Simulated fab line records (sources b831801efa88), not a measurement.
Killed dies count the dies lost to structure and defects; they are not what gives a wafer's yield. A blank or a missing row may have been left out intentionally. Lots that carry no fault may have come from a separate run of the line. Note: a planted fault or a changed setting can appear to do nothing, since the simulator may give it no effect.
A struck lot beside a sound one || flow sky130 || 43 out of 708 route steps
Sound: these wafers, L944.1, L944.3, L944.6. Struck: wafer L955.5 (L955.3, L955.6, from the same lot, were not struck and are left out); the cause is given at the end.
For every step that has rows: the tool of each side, followed by ch and its chambers, followed by its first start. Under that, the readings that differ: sound wafers || struck wafers || difference of the means || sigmas: that difference in standard deviations of wafers without a fault.
alike: readings with means less than 2 such deviations apart, plus words and numbers identical on both sides. not compared: withheld readings, readings lacking a value on some wafer, bounds such as >300 that could conceal the same value, and numbers that have no deviation in the record and whose values overlap.
A row with sigmas, a row that says differs or no value, or rows on one side alone: a step with any of these is where the two part. When numbers do not overlap yet have no deviation, they are printed without sigmas and do not part them. A reading missing from all wafers of one side parts the sides only when that side holds two or more wafers.

first, 3 steps without rows for these wafers: SKY_METAL1_EXPOSE_12 (exposes mask MM1, target cd 140 nm); SKY_METAL1_PEB_13; SKY_METAL1_DEVELOP_14 (develop time 60 s).
SKY_METAL1_CD_MEAS_15: target cd 140 nm.
  sound on cd_sem-02, day 32 09:52; struck on cd_sem-01, day 36 17:39
  alike: cd_nm
SKY_METAL1_OVL_MEAS_16:
  sound on overlay-01, day 32 09:59; struck on overlay-01, day 36 17:44
{"reading": "METAL1_OVL (nm)", "sound": "-6 -9 -9", "struck": 8, "difference": "+16", "sigmas": "+3"}
then, 7 steps without rows for these wafers: SKY_METAL1_DESCUM_17 (chemistry O2, time 8 s); SKY_METAL1_ETCH_18 (etches BARC in N2/H2, stops on SiO2, time 45.9 s, target depth 60 nm); SKY_METAL1_METAL_ETCH_19 (etches the open film in Cl2/BCl3, stops on SiO2, target depth 360 nm, time 78 s); SKY_METAL1_STRIP_20 (strips in O2/N2); SKY_METAL1_STRIP_21 (strips in post etch residue remover, time 1200 s); SKY_METAL1_CLEAN_22 (cleans in IPA, time 180 s); SKY_METAL1_CLEAN_23 (cleans in O3/DIW).
SKY_VIA1_HDPCVD_00: deposits SiO2, target thk 1030 nm, time 171.7 s.
  sound on hdpcvd-01 ch 0,1, day 32 10:48; struck on hdpcvd-01 ch 0,1,2, day 36 18:33
SKY_VIA1_THK_MEAS_01:
  sound on film_metro-02, day 32 10:55; struck on film_metro-02, day 36 18:41
  alike: VIA1_HDPCVD_THK
SKY_VIA1_CMP_02: polishes SiO2.
  sound on cmp-02 ch 0,1,2, day 32 11:01; struck on cmp-01 ch 2, day 36 18:52
  alike: motor_current_A
SKY_VIA1_BOW_MEAS_03:
  sound on film_metro-02, day 32 11:16; struck on film_metro-02, day 36 19:04
{"reading": "VIA1_BOW (um)", "sound": "89 93 82", "struck": 63, "difference": -25, "sigmas": -3}
then, 8 steps without rows for these wafers: SKY_VIA1_DEHYDRATE_04 (time 60 s); SKY_VIA1_HMDS_05 (prime time 60 s); SKY_VIA1_COAT_06 (resist thk 60 nm); SKY_VIA1_COAT_07 (resist thk 450 nm); SKY_VIA1_SOFTBAKE_08 (time 90 s); SKY_VIA1_EXPOSE_09 (exposes mask VIM, target cd 150 nm); SKY_VIA1_PEB_10; SKY_VIA1_DEVELOP_11 (develop time 60 s).
SKY_VIA1_CD_MEAS_12: target cd 150 nm.
  sound on cd_sem-01, day 33 13:46; struck on cd_sem-02, day 37 20:45
  alike: cd_nm
SKY_VIA1_OVL_MEAS_13:
  sound on overlay-02, day 33 13:53; struck on overlay-01, day 37 20:50
  alike: VIA1_OVL
SKY_VIA1_ETCH_14: etches BARC in N2/H2, stops on SiO2, time 45.9 s, target depth 60 nm.
  sound on rie_diel-02 ch 0,1, day 33 13:55; struck on rie_diel-02 ch 2, day 37 20:52
{"reading": "drypump_motor_current_A (A)", "sound": "5.3 5.0 5.0", "struck": 6.2, "difference": "+1.1", "sigmas": "+2"}
  alike: oes_product_au, rf_fwd_power_W, throttle_valve_pct
  not compared: rf_hours_counter_h
SKY_VIA1_ETCH_15: etches SiO2 in C4F8/O2/Ar, stops on TiN, target depth 351 nm, time 54 s.
  sound on rie_diel-02 ch 0,1, day 33 13:58; struck on rie_diel-02 ch 2, day 37 20:55
{"reading": "oes_product_au (a.u.)", "sound": "0.988 0.992 0.982", "struck": 0.972, "difference": -0.015, "sigmas": -2}
{"reading": "rf_fwd_power_W (W)", "sound": "1485 1484 1486", "struck": 1497, "difference": "+12", "sigmas": "+2"}
  not compared: rf_hours_counter_h
then, 6 steps without rows for these wafers: SKY_VIA1_STRIP_16 (strips in O2/N2); SKY_VIA1_STRIP_17 (strips in post etch residue remover, time 1200 s); SKY_VIA1_CLEAN_18 (cleans in IPA, time 180 s); SKY_VIA1_CLEAN_19 (cleans in O3/DIW); SKY_VIA1_SPUTTER_20 (material TiN, target thk 20 nm, time 80 s); SKY_VIA1_CVD_21 (deposits W, target thk 270 nm, time 80.902 s).
SKY_VIA1_RS_MEAS_22: the measuring method here is four-point-probe.
  sound on film_metro-02, day 33 14:46; struck on film_metro-02, day 37 21:50
  alike: VIA1_W_RS
SKY_VIA1_THK_MEAS_23: measures by xrf.
  sound on film_metro-02, day 33 14:53; struck on film_metro-02, day 37 21:56
  alike: VIA1_W_THK
SKY_VIA1_CMP_24: polishes, stops on SiO2, t overpolish 15 s, target thk 0 nm.
  sound on cmp-02 ch 1,2,3, day 33 14:57; struck on cmp-01 ch 3, day 37 22:08
  alike: motor_current_A, overpolish_run_s, time_to_endpoint_s
SKY_METAL2_SPUTTER_00: material Ti, target thk 15 nm, time 10 s.
  sound on pvd_sputter-03, day 33 15:15; struck on pvd_sputter-03, day 37 22:17
  alike: throttle_valve_pct
then, 4 steps without rows for these wafers: SKY_METAL2_SPUTTER_01 (material TiN, target thk 20 nm, time 16.7 s); SKY_METAL2_SPUTTER_02 (material AlCu, target thk 250 nm, time 13.3 s); SKY_METAL2_SPUTTER_03 (material Ti, target thk 5 nm, time 3.3 s); SKY_METAL2_SPUTTER_04 (material TiN, target thk 70 nm, time 58.3 s).
-- the record jumps here: 11 days lie between the struck wafers' starts before and after (it left off in module METAL2 and takes up again in module PAD_OPEN, whose first step shown is number 708 of the route) --
SKY_PAD_OPEN_PROBE_99:
  sound on prober-02, day 45 08:59; struck on prober-02, day 48 20:05
{"reading": "defect_limited_yield (%)", "sound": "84.6 83.1 86.4", "struck": 69.9, "difference": -14.8, "sigmas": -8}
{"reading": "killed_at_M0_to_M3", "sound": "38 39 39", "struck": 109, "difference": "+70", "sigmas": "+11"}
{"reading": "killed_dies", "sound": "76 83 67", "struck": 148, "difference": "+73", "sigmas": "+8"}
{"reading": "sort_bin_3_pad_short (%)", "sound": "0.2 0.8 0.8", "struck": 4.7, "difference": "+4.1", "sigmas": "+10"}
{"reading": "sort_bin_5_function (%)", "sound": "10.4 10.2 9.8", "struck": 17.3, "difference": "+7.2", "sigmas": "+5"}
{"reading": "sort_bin_6_memory (%)", "sound": "4.9 5.9 3.0", "struck": 8.1, "difference": "+3.5", "sigmas": "+3"}
{"reading": "sort_n_pass", "sound": "416 409 425", "struck": 344, "difference": -73, "sigmas": -8}
{"reading": "sort_yield_pct (%)", "sound": "84.6 83.1 86.4", "struck": 69.9, "difference": -14.8, "sigmas": -8}
{"reading": "model.etest.tester.sort_n_pass", "sound": "416 409 425", "struck": 344, "difference": -73, "sigmas": ""}
{"reading": "model.etest.tester.sort_yield_pct (%)", "sound": "84.55 83.13 86.38", "struck": 69.92, "difference": -14.77, "sigmas": ""}
{"reading": "model.etest.tester.sort_bin_5_pct (%)", "sound": "10.37 10.16 9.756", "struck": 17.28, "difference": "+7.18", "sigmas": ""}
{"reading": "model.etest.tester.sort_bin_3_pct (%)", "sound": "0.2033 0.813 0.813", "struck": 4.675, "difference": "+4.065", "sigmas": ""}
  alike: killed_at_M4_up, killed_at_contacts, killed_at_front_end, killed_at_other, killed_on_rim, killed_open, killed_short

== WHERE THEY PART ==
Earliest at SKY_METAL1_OVL_MEAS_16; latest, in this record, at SKY_PAD_OPEN_PROBE_99.

WHY: whatever the simulator had introduced
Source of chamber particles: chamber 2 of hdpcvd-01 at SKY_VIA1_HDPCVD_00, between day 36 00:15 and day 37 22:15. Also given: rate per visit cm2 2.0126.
